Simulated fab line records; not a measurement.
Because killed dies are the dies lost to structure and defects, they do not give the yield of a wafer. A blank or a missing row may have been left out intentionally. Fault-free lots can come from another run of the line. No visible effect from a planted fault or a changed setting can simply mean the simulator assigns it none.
A struck lot beside a sound one + flow sky130 + 26 out of 708 route steps
Sound: the wafers L829.1, L829.4, L829.5. Struck: wafers L839.2, L839.3, L839.4. Last of all comes the cause.
Order at every step that has rows: each side's tool, ch and its chambers, its first start. Under that, the readings that differ: sound wafers + struck wafers + difference of the means + sigmas: that difference in standard deviations of wafers without a fault.
alike: readings with means less than 2 such deviations apart, plus words and numbers identical on both sides. not compared: withheld readings, readings lacking a value on some wafer, bounds such as >300 that could conceal the same value, and numbers that have no deviation in the record and whose values overlap.
Wherever a step has rows on one side only, a row that says differs or no value, or a row with sigmas, the two part there. Numbers that don't overlap but have no deviation are shown without sigmas and don't part them. A reading that every wafer of one side lacks parts them only if that side has two wafers or more.

SKY_PWDE_TW_MEAS_10:
  sound on film-metro-02 at day 3 21:02; struck on film-metro-02 at day 6 05:26
  alike: PWDE_TW
then, 7 steps without rows for these wafers: SKY_NWELL_DEHYDRATE_03 (time 60 s); SKY_NWELL_HMDS_04 (prime time 60 s); SKY_NWELL_COAT_05 (resist thk 3000 nm); SKY_NWELL_SOFTBAKE_06; SKY_NWELL_EXPOSE_07 (exposes mask NWM, target cd 840 nm); SKY_NWELL_PEB_08; SKY_NWELL_DEVELOP_09 (develop time 60 s).
SKY_NWELL_OVL_MEAS_10:
  sound on overlay-02 at day 4 14:08; struck on overlay-01 at day 7 00:40
  alike: NWELL_00_OVL
then, 3 steps without rows for these wafers: SKY_NWELL_IMPLANT_11; SKY_NWELL_IMPLANT_12; SKY_NWELL_IMPLANT_13.
SKY_NWELL_STRIP_14: strips in O2/N2.
  sound on plasma-asher-01 ch 0,1, day 4 14:37; struck on plasma-asher-01 ch 0,1, day 7 01:08
  no value came back on the struck wafers for any of 5 readings (chamber-pressure-mTorr (mTorr), drypump-motor-current-A (A) and others); on the sound wafers chamber-pressure-mTorr (mTorr) reads 1500.5 1501.6 1497.1
| reading                                 | sound | struck         | difference | sigmas |
|-----------------------------------------|-------|----------------|------------|--------|
| model.coat_of_NWELL_COAT_05.thk-nm (nm) | 0 0 0 | 2988 2997 2994 | +2993      |        |
  not compared: rf-hours-counter-h
SKY_NWELL_TW_MEAS_15:
  sound on film-metro-02 at day 4 14:43; struck on film-metro-01 at day 7 01:15
  alike: NWELL_TW
then, 7 steps without rows for these wafers: SKY_NWELL_DEHYDRATE_16 (time 60 s); SKY_NWELL_HMDS_17 (prime time 60 s); SKY_NWELL_COAT_18 (resist thk 3000 nm); SKY_NWELL_SOFTBAKE_19; SKY_NWELL_EXPOSE_20 (exposes mask NWM COMPLEMENT, target cd 840 nm); SKY_NWELL_PEB_21; SKY_NWELL_DEVELOP_22 (develop time 60 s).
SKY_NWELL_OVL_MEAS_23:
  sound on overlay-01 at day 5 08:47; struck on overlay-02 at day 7 20:43
  alike: NWELL_01_OVL
next, for these wafers, 1 step has no rows: SKY_NWELL_IMPLANT_24.
SKY_NWELL_STRIP_25: strips in O2/N2.
  sound on plasma-asher-02 ch 0,1, day 5 08:59; struck on plasma-asher-02 ch 0,1, day 7 20:53
| reading                      | sound             | struck            | difference | sigmas      |
|------------------------------|-------------------|-------------------|------------|-------------|
| oes-product-au (a.u.)        | 0.726 0.724 0.720 | 0.738 0.741 0.737 | +0.015     | +4          |
| strip-time-to-endpoint-s (s) | 36.81 36.99 37.00 | 80.85 81.06 80.91 | +44.01     | +99 or more |
  alike: chamber-pressure-mTorr, drypump-motor-current-A, o2-flow-sccm
  not compared: rf-hours-counter-h
SKY_NWELL_TW_MEAS_26:
  sound on film-metro-03 at day 5 09:05; struck on film-metro-03 at day 7 21:00
| reading    | sound       | struck   | difference | sigmas      |
|------------|-------------|----------|------------|-------------|
| NWELL_2_TW | 488 489 491 | 30 30 30 | -459       | -99 or more |
then, 1 step without rows for these wafers: SKY_NWELL_CLEAN_27 (cleans in SC1/SC2, time 150 s).

== WHERE THEY PART ==
At SKY_NWELL_STRIP_14 first; at SKY_NWELL_TW_MEAS_26 last (within this record only).

WHY: what had been put in by the simulator
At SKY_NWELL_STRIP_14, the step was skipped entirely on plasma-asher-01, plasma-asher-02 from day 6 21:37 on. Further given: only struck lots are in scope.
